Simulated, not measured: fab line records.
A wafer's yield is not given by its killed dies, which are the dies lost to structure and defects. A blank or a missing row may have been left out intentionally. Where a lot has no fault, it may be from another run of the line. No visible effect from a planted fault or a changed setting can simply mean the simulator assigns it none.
Which tool did it? / flow gf180mcu / 24 lots with 72 wafers sampled at 5 steps, on a route of 602 steps

WHAT EACH GAUGE READ, for each wafer
GF_M5_OVL_MEAS_08.
lot=L074; measured=day 26 10:50; on=overlay-01; M5_OVL (nm)=-8 4 -9
lot=L075; measured=day 26 18:20; on=overlay-01; M5_OVL (nm)=8 8 8
lot=L076; measured=day 27 06:31; on=overlay-01; M5_OVL (nm)=-5 -11 0
lot=L077; measured=day 27 08:23; on=overlay-02; M5_OVL (nm)=11 9 0
lot=L078; measured=day 27 13:43; on=overlay-01; M5_OVL (nm)=-1 6 3
lot=L079; measured=day 28 02:50; on=overlay-01; M5_OVL (nm)=2 1 6
lot=L080; measured=day 28 06:22; on=overlay-02; M5_OVL (nm)=6 4 -2
lot=L081; measured=day 28 17:49; on=overlay-02; M5_OVL (nm)=-7 7 -3
lot=L082; measured=day 28 21:25; on=overlay-01; M5_OVL (nm)=10 0 -1
lot=L083; measured=day 29 00:46; on=overlay-02; M5_OVL (nm)=3 -6 -1
lot=L084; measured=day 29 06:37; on=overlay-01; M5_OVL (nm)=-7 -8 -1
lot=L085; measured=day 29 17:09; on=overlay-01; M5_OVL (nm)=-1 2 4
lot=L086; measured=day 30 00:44; on=overlay-01; M5_OVL (nm)=11 -1 9
lot=L087; measured=day 30 10:44; on=overlay-01; M5_OVL (nm)=6 9 0
lot=L088; measured=day 30 15:20; on=overlay-02; M5_OVL (nm)=1 -8 -2
lot=L089; measured=day 30 20:41; on=overlay-01; M5_OVL (nm)=-2 1 1
lot=L090; measured=day 31 06:09; on=overlay-02; M5_OVL (nm)=11 8 13
lot=L091; measured=day 31 09:55; on=overlay-02; M5_OVL (nm)=2 12 5
lot=L092; measured=day 31 14:04; on=overlay-02; M5_OVL (nm)=3 8 3
lot=L093; measured=day 31 20:08; on=overlay-01; M5_OVL (nm)=4 6 9
lot=L094; measured=day 32 04:40; on=overlay-02; M5_OVL (nm)=-7 0 3
lot=L095; measured=day 32 10:59; on=overlay-02; M5_OVL (nm)=2 8 1
lot=L096; measured=day 32 11:32; on=overlay-02; M5_OVL (nm)=2 2 -2
lot=L097; measured=day 32 15:35; on=overlay-02; M5_OVL (nm)=10 10 2

EACH LOT AND THE TOOL THAT RAN IT (in order: tool; ch and the chambers of the sampled wafers; start)
lot=L074; GF_V3_CMP_26=cmp-02 ch 0,1,3, day 22 17:31; GF_M4_SPUTTER_00=pvdSputter-02, day 22 17:43; GF_V4_ETCH_17=rieDiel-04 ch 1,3, day 24 15:56 or earlier; GF_MIM_SPUTTER_04=pvdSputter-01, day 24 15:56
lot=L075; GF_V3_CMP_26=cmp-02 ch 0,2,3, day 23 00:51; GF_M4_SPUTTER_00=pvdSputter-02, day 23 01:09; GF_V4_ETCH_17=rieDiel-01 ch 0,1,3, day 25 00:40 or earlier; GF_MIM_SPUTTER_04=pvdSputter-01, day 25 00:40
lot=L076; GF_V3_CMP_26=cmp-02 ch 0,2,3, day 23 13:11; GF_M4_SPUTTER_00=pvdSputter-03, day 23 13:29; GF_V4_ETCH_17=rieDiel-04 ch 0,1,3, day 25 12:21 or earlier; GF_MIM_SPUTTER_04=pvdSputter-02, day 25 12:21
lot=L077; GF_V3_CMP_26=cmp-02 ch 1,2, day 23 15:23; GF_M4_SPUTTER_00=pvdSputter-03, day 23 15:41; GF_V4_ETCH_17=rieDiel-03 ch 0,1,2, day 25 14:28 or earlier; GF_MIM_SPUTTER_04=pvdSputter-02, day 25 14:28
lot=L078; GF_V3_CMP_26=cmp-01 ch 0,2, day 23 21:46; GF_M4_SPUTTER_00=pvdSputter-02, day 23 22:04; GF_V4_ETCH_17=rieDiel-04 ch 1,3, day 25 20:37 or earlier; GF_MIM_SPUTTER_04=pvdSputter-01, day 25 20:37
lot=L079; GF_V3_CMP_26=cmp-01 ch 1,2, day 24 12:19; GF_M4_SPUTTER_00=pvdSputter-02, day 24 12:37; GF_V4_ETCH_17=rieDiel-01 ch 0,1,3, day 26 09:52 or earlier; GF_MIM_SPUTTER_04=pvdSputter-02, day 26 09:52
lot=L080; GF_V3_CMP_26=cmp-01 ch 0,1, day 24 15:19; GF_M4_SPUTTER_00=pvdSputter-02, day 24 15:34; GF_V4_ETCH_17=rieDiel-03 ch 1,2, day 26 13:37 or earlier; GF_MIM_SPUTTER_04=pvdSputter-04, day 26 13:37
lot=L081; GF_V3_CMP_26=cmp-02 ch 1,2,3, day 25 05:37; GF_M4_SPUTTER_00=pvdSputter-02, day 25 05:55; GF_V4_ETCH_17=rieDiel-01 ch 0,2,3, day 27 01:52 or earlier; GF_MIM_SPUTTER_04=pvdSputter-04, day 27 01:52
lot=L082; GF_V3_CMP_26=cmp-01 ch 1,2,3, day 25 08:59; GF_M4_SPUTTER_00=pvdSputter-02, day 25 09:17; GF_V4_ETCH_17=rieDiel-03 ch 2,3, day 27 05:46 or earlier; GF_MIM_SPUTTER_04=pvdSputter-01, day 27 05:46
lot=L083; GF_V3_CMP_26=cmp-02 ch 0,1,2, day 25 12:20; GF_M4_SPUTTER_00=pvdSputter-03, day 25 12:35; GF_V4_ETCH_17=rieDiel-03 ch 0,2,3, day 27 09:16 or earlier; GF_MIM_SPUTTER_04=pvdSputter-04, day 27 09:16
lot=L084; GF_V3_CMP_26=cmp-02 ch 0,1, day 25 18:19; GF_M4_SPUTTER_00=pvdSputter-02, day 25 18:37; GF_V4_ETCH_17=rieDiel-04 ch 0,2,3, day 27 14:43 or earlier; GF_MIM_SPUTTER_04=pvdSputter-02, day 27 14:43
lot=L085; GF_V3_CMP_26=cmp-01 ch 0,1,2, day 26 05:56; GF_M4_SPUTTER_00=pvdSputter-02, day 26 06:14; GF_V4_ETCH_17=rieDiel-01 ch 0,3, day 28 01:58 or earlier; GF_MIM_SPUTTER_04=pvdSputter-01, day 28 01:58
lot=L086; GF_V3_CMP_26=cmp-02 ch 1,2,3, day 26 13:40; GF_M4_SPUTTER_00=pvdSputter-03, day 26 13:55; GF_V4_ETCH_17=rieDiel-03 ch 0,2,3, day 28 09:38 or earlier; GF_MIM_SPUTTER_04=pvdSputter-01, day 28 09:38
lot=L087; GF_V3_CMP_26=cmp-02 ch 1,2,3, day 27 03:31; GF_M4_SPUTTER_00=pvdSputter-03, day 27 03:46; GF_V4_ETCH_17=rieDiel-04 ch 0,2,3, day 28 21:28 or earlier; GF_MIM_SPUTTER_04=pvdSputter-04, day 28 21:28
lot=L088; GF_V3_CMP_26=cmp-02 ch 0,1,2, day 27 06:49; GF_M4_SPUTTER_00=pvdSputter-02, day 27 06:58; GF_V4_ETCH_17=rieDiel-04 ch 0,1,3, day 29 01:56 or earlier; GF_MIM_SPUTTER_04=pvdSputter-02, day 29 01:56
lot=L089; GF_V3_CMP_26=cmp-01 ch 0,1,3, day 27 12:30; GF_M4_SPUTTER_00=pvdSputter-03, day 27 12:45; GF_V4_ETCH_17=rieDiel-03 ch 0,1, day 29 07:43 or earlier; GF_MIM_SPUTTER_04=pvdSputter-04, day 29 07:43
lot=L090; GF_V3_CMP_26=cmp-02 ch 1,2, day 28 00:31; GF_M4_SPUTTER_00=pvdSputter-03, day 28 00:49; GF_V4_ETCH_17=rieDiel-03 ch 1,2,3, day 29 17:53 or earlier; GF_MIM_SPUTTER_04=pvdSputter-01, day 29 17:53
lot=L091; GF_V3_CMP_26=cmp-01 ch 0,2, day 28 03:08; GF_M4_SPUTTER_00=pvdSputter-04, day 28 03:26; GF_V4_ETCH_17=rieDiel-04 ch 0,2,3, day 29 21:16 or earlier; GF_MIM_SPUTTER_04=pvdSputter-01, day 29 21:16
lot=L092; GF_V3_CMP_26=cmp-02 ch 0,1,2, day 28 07:11; GF_M4_SPUTTER_00=pvdSputter-02, day 28 07:26; GF_V4_ETCH_17=rieDiel-04 ch 0,1,3, day 30 01:16 or earlier; GF_MIM_SPUTTER_04=pvdSputter-02, day 30 01:16
lot=L093; GF_V3_CMP_26=cmp-02 ch 2,3, day 28 15:09; GF_M4_SPUTTER_00=pvdSputter-02, day 28 15:27; GF_V4_ETCH_17=rieDiel-04 ch 0,1, day 30 08:39 or earlier; GF_MIM_SPUTTER_04=pvdSputter-02, day 30 08:39
lot=L094; GF_V3_CMP_26=cmp-02 ch 0,2, day 29 00:22; GF_M4_SPUTTER_00=pvdSputter-03, day 29 00:37; GF_V4_ETCH_17=rieDiel-03 ch 1,3, day 30 17:34 or earlier; GF_MIM_SPUTTER_04=pvdSputter-01, day 30 17:34
lot=L095; GF_V3_CMP_26=cmp-01 ch 0,1, day 29 07:23; GF_M4_SPUTTER_00=pvdSputter-02, day 29 07:41; GF_V4_ETCH_17=rieDiel-04 ch 0,1,2, day 30 23:50 or earlier; GF_MIM_SPUTTER_04=pvdSputter-01, day 30 23:50
lot=L096; GF_V3_CMP_26=cmp-02 ch 0,1,3, day 29 08:25; GF_M4_SPUTTER_00=pvdSputter-04, day 29 08:43; GF_V4_ETCH_17=rieDiel-04 ch 0,2,3, day 31 01:19 or earlier; GF_MIM_SPUTTER_04=pvdSputter-04, day 31 01:19
lot=L097; GF_V3_CMP_26=cmp-02 ch 1,2, day 29 13:00; GF_M4_SPUTTER_00=pvdSputter-04, day 29 13:15; GF_V4_ETCH_17=rieDiel-04 ch 0,3, day 31 05:19 or earlier; GF_MIM_SPUTTER_04=pvdSputter-04, day 31 05:19
- GF_V3_CMP_26: polishes, stops on SiO2, t overpolish 15 s, target thk 0 nm.
- GF_M4_SPUTTER_00: material Ti, target thk 37.5 nm, time 150 s.
- GF_V4_ETCH_17: etches SiO2 in C4F8/O2/Ar, stops on TiN, target depth 630 nm.
- GF_MIM_SPUTTER_04: material TiN, target thk 50 nm, time 41.7 s.

AS READ BY THE TOOLS THEMSELVES (means over the sampled wafers that have a number; for cases with no such wafer, the mark the record gives instead)
GF_V3_CMP_26.
lot=L074; tool=cmp-02; motorCurrentA (A)=11.1; overpolishRunS (s)=14.993; timeToEndpointS (s)=85.4
lot=L075; tool=cmp-02; motorCurrentA (A)=10.7; overpolishRunS (s)=15.000; timeToEndpointS (s)=80.5
lot=L076; tool=cmp-02; motorCurrentA (A)=10.5; overpolishRunS (s)=14.999; timeToEndpointS (s)=80.9
lot=L077; tool=cmp-02; motorCurrentA (A)=12.4; overpolishRunS (s)=15.000; timeToEndpointS (s)=81.0
lot=L078; tool=cmp-01; motorCurrentA (A)=9.9; overpolishRunS (s)=15.001; timeToEndpointS (s)=83.1
lot=L079; tool=cmp-01; motorCurrentA (A)=10.2; overpolishRunS (s)=15.001; timeToEndpointS (s)=86.2
lot=L080; tool=cmp-01; motorCurrentA (A)=9.6; overpolishRunS (s)=15.002; timeToEndpointS (s)=84.3
lot=L081; tool=cmp-02; motorCurrentA (A)=11.3; overpolishRunS (s)=15.011; timeToEndpointS (s)=83.7
lot=L082; tool=cmp-01; motorCurrentA (A)=10.2; overpolishRunS (s)=14.995; timeToEndpointS (s)=82.5
lot=L083; tool=cmp-02; motorCurrentA (A)=11.7; overpolishRunS (s)=14.991; timeToEndpointS (s)=82.9
lot=L084; tool=cmp-02; motorCurrentA (A)=12.3; overpolishRunS (s)=15.004; timeToEndpointS (s)=83.9
lot=L085; tool=cmp-01; motorCurrentA (A)=9.8; overpolishRunS (s)=15.002; timeToEndpointS (s)=85.7
lot=L086; tool=cmp-02; motorCurrentA (A)=11.1; overpolishRunS (s)=14.999; timeToEndpointS (s)=82.5
lot=L087; tool=cmp-02; motorCurrentA (A)=11.4; overpolishRunS (s)=14.996; timeToEndpointS (s)=85.0
lot=L088; tool=cmp-02; motorCurrentA (A)=11.5; overpolishRunS (s)=14.997; timeToEndpointS (s)=84.8
lot=L089; tool=cmp-01; motorCurrentA (A)=10.4; overpolishRunS (s)=15.008; timeToEndpointS (s)=84.6
lot=L090; tool=cmp-02; motorCurrentA (A)=11.3; overpolishRunS (s)=15.001; timeToEndpointS (s)=87.7
lot=L091; tool=cmp-01; motorCurrentA (A)=9.8; overpolishRunS (s)=14.997; timeToEndpointS (s)=81.9
lot=L092; tool=cmp-02; motorCurrentA (A)=11.5; overpolishRunS (s)=15.002; timeToEndpointS (s)=87.2
lot=L093; tool=cmp-02; motorCurrentA (A)=10.3; overpolishRunS (s)=15.005; timeToEndpointS (s)=83.5
lot=L094; tool=cmp-02; motorCurrentA (A)=11.2; overpolishRunS (s)=15.004; timeToEndpointS (s)=84.7
lot=L095; tool=cmp-01; motorCurrentA (A)=10.0; overpolishRunS (s)=15.005; timeToEndpointS (s)=84.8
lot=L096; tool=cmp-02; motorCurrentA (A)=11.6; overpolishRunS (s)=15.005; timeToEndpointS (s)=84.3
lot=L097; tool=cmp-02; motorCurrentA (A)=11.5; overpolishRunS (s)=14.995; timeToEndpointS (s)=86.7

GF_M4_SPUTTER_00.
lot=L074; tool=pvdSputter-02; throttleValvePct (%)=28.8
lot=L075; tool=pvdSputter-02; throttleValvePct (%)=28.6
lot=L076; tool=pvdSputter-03; throttleValvePct (%)=29.2
lot=L077; tool=pvdSputter-03; throttleValvePct (%)=29.8
lot=L078; tool=pvdSputter-02; throttleValvePct (%)=28.9
lot=L079; tool=pvdSputter-02; throttleValvePct (%)=29.0
lot=L080; tool=pvdSputter-02; throttleValvePct (%)=29.1
lot=L081; tool=pvdSputter-02; throttleValvePct (%)=29.1
lot=L082; tool=pvdSputter-02; throttleValvePct (%)=29.0
lot=L083; tool=pvdSputter-03; throttleValvePct (%)=29.0
lot=L084; tool=pvdSputter-02; throttleValvePct (%)=28.6
lot=L085; tool=pvdSputter-02; throttleValvePct (%)=28.9
lot=L086; tool=pvdSputter-03; throttleValvePct (%)=29.4
lot=L087; tool=pvdSputter-03; throttleValvePct (%)=29.6
lot=L088; tool=pvdSputter-02; throttleValvePct (%)=28.7
lot=L089; tool=pvdSputter-03; throttleValvePct (%)=29.4
lot=L090; tool=pvdSputter-03; throttleValvePct (%)=29.4
lot=L091; tool=pvdSputter-04; throttleValvePct (%)=30.0
lot=L092; tool=pvdSputter-02; throttleValvePct (%)=29.5
lot=L093; tool=pvdSputter-02; throttleValvePct (%)=29.2
lot=L094; tool=pvdSputter-03; throttleValvePct (%)=29.1
lot=L095; tool=pvdSputter-02; throttleValvePct (%)=28.6
lot=L096; tool=pvdSputter-04; throttleValvePct (%)=30.0
lot=L097; tool=pvdSputter-04; throttleValvePct (%)=29.1

GF_V4_ETCH_17.
lot=L074; tool=rieDiel-04; oesProductAu (a.u.)=0.856; rfFwdPowerW (W)=1491
lot=L075; tool=rieDiel-01; oesProductAu (a.u.)=0.859; rfFwdPowerW (W)=1494
lot=L076; tool=rieDiel-04; oesProductAu (a.u.)=0.851; rfFwdPowerW (W)=1491
lot=L077; tool=rieDiel-03; oesProductAu (a.u.)=0.857; rfFwdPowerW (W)=1490
lot=L078; tool=rieDiel-04; oesProductAu (a.u.)=0.862; rfFwdPowerW (W)=1495
lot=L079; tool=rieDiel-01; oesProductAu (a.u.)=0.853; rfFwdPowerW (W)=1491
lot=L080; tool=rieDiel-03; oesProductAu (a.u.)=0.858; rfFwdPowerW (W)=1495
lot=L081; tool=rieDiel-01; oesProductAu (a.u.)=0.852; rfFwdPowerW (W)=1484
lot=L082; tool=rieDiel-03; oesProductAu (a.u.)=0.857; rfFwdPowerW (W)=1496
lot=L083; tool=rieDiel-03; oesProductAu (a.u.)=0.853; rfFwdPowerW (W)=1491
lot=L084; tool=rieDiel-04; oesProductAu (a.u.)=0.857; rfFwdPowerW (W)=1493
lot=L085; tool=rieDiel-01; oesProductAu (a.u.)=0.854; rfFwdPowerW (W)=1490
lot=L086; tool=rieDiel-03; oesProductAu (a.u.)=0.856; rfFwdPowerW (W)=1486
lot=L087; tool=rieDiel-04; oesProductAu (a.u.)=0.853; rfFwdPowerW (W)=1489
lot=L088; tool=rieDiel-04; oesProductAu (a.u.)=0.854; rfFwdPowerW (W)=1491
lot=L089; tool=rieDiel-03; oesProductAu (a.u.)=0.855; rfFwdPowerW (W)=1493
lot=L090; tool=rieDiel-03; oesProductAu (a.u.)=0.853; rfFwdPowerW (W)=1493
lot=L091; tool=rieDiel-04; oesProductAu (a.u.)=0.856; rfFwdPowerW (W)=1492
lot=L092; tool=rieDiel-04; oesProductAu (a.u.)=0.855; rfFwdPowerW (W)=1490
lot=L093; tool=rieDiel-04; oesProductAu (a.u.)=0.854; rfFwdPowerW (W)=1485
lot=L094; tool=rieDiel-03; oesProductAu (a.u.)=0.856; rfFwdPowerW (W)=1497
lot=L095; tool=rieDiel-04; oesProductAu (a.u.)=0.859; rfFwdPowerW (W)=1490
lot=L096; tool=rieDiel-04; oesProductAu (a.u.)=0.855; rfFwdPowerW (W)=1492
lot=L097; tool=rieDiel-04; oesProductAu (a.u.)=0.852; rfFwdPowerW (W)=1492

GF_MIM_SPUTTER_04.
lot=L074; tool=pvdSputter-01; throttleValvePct (%)=30.3
lot=L075; tool=pvdSputter-01; throttleValvePct (%)=30.2
lot=L076; tool=pvdSputter-02; throttleValvePct (%)=29.3
lot=L077; tool=pvdSputter-02; throttleValvePct (%)=29.1
lot=L078; tool=pvdSputter-01; throttleValvePct (%)=30.5
lot=L079; tool=pvdSputter-02; throttleValvePct (%)=28.8
lot=L080; tool=pvdSputter-04; throttleValvePct (%)=28.8
lot=L081; tool=pvdSputter-04; throttleValvePct (%)=29.8
lot=L082; tool=pvdSputter-01; throttleValvePct (%)=30.3
lot=L083; tool=pvdSputter-04; throttleValvePct (%)=29.9
lot=L084; tool=pvdSputter-02; throttleValvePct (%)=28.9
lot=L085; tool=pvdSputter-01; throttleValvePct (%)=30.3
lot=L086; tool=pvdSputter-01; throttleValvePct (%)=30.8
lot=L087; tool=pvdSputter-04; throttleValvePct (%)=29.8
lot=L088; tool=pvdSputter-02; throttleValvePct (%)=29.2
lot=L089; tool=pvdSputter-04; throttleValvePct (%)=30.7
lot=L090; tool=pvdSputter-01; throttleValvePct (%)=30.4
lot=L091; tool=pvdSputter-01; throttleValvePct (%)=29.9
lot=L092; tool=pvdSputter-02; throttleValvePct (%)=28.6
lot=L093; tool=pvdSputter-02; throttleValvePct (%)=29.0
lot=L094; tool=pvdSputter-01; throttleValvePct (%)=31.0
lot=L095; tool=pvdSputter-01; throttleValvePct (%)=29.7
lot=L096; tool=pvdSputter-04; throttleValvePct (%)=30.0
lot=L097; tool=pvdSputter-04; throttleValvePct (%)=29.9

THE ANSWER, worked out from the rows above alone
Rule: the usual values come from the lots themselves. The widest of any qualifying gaps counts: lots, ordered by their means at a reading, are off when they make up no more than a third of the lots, leave a main group of 4 or more, and stand apart from it by 3 or more times the standard deviation of that group's means. The tables above print the reading to a certain number of digits; a main group whose means all agree to those digits is not used. Also off: a lot with no number at a reading for which 4 or more lots have one. Where the step has rows for the other lots, those lots are counted as sound. After the gauges, taken in route order, come the tools' own readings; for these a lot's mean is taken, as printed above. At the first step where some lot is off, the reading lying furthest off is the one used; lots without a number count as furthest.
No lot is off on any of the readings shown, so nothing can be concluded from this.

WHAT HAD BEEN PUT IN BY THE SIMULATOR
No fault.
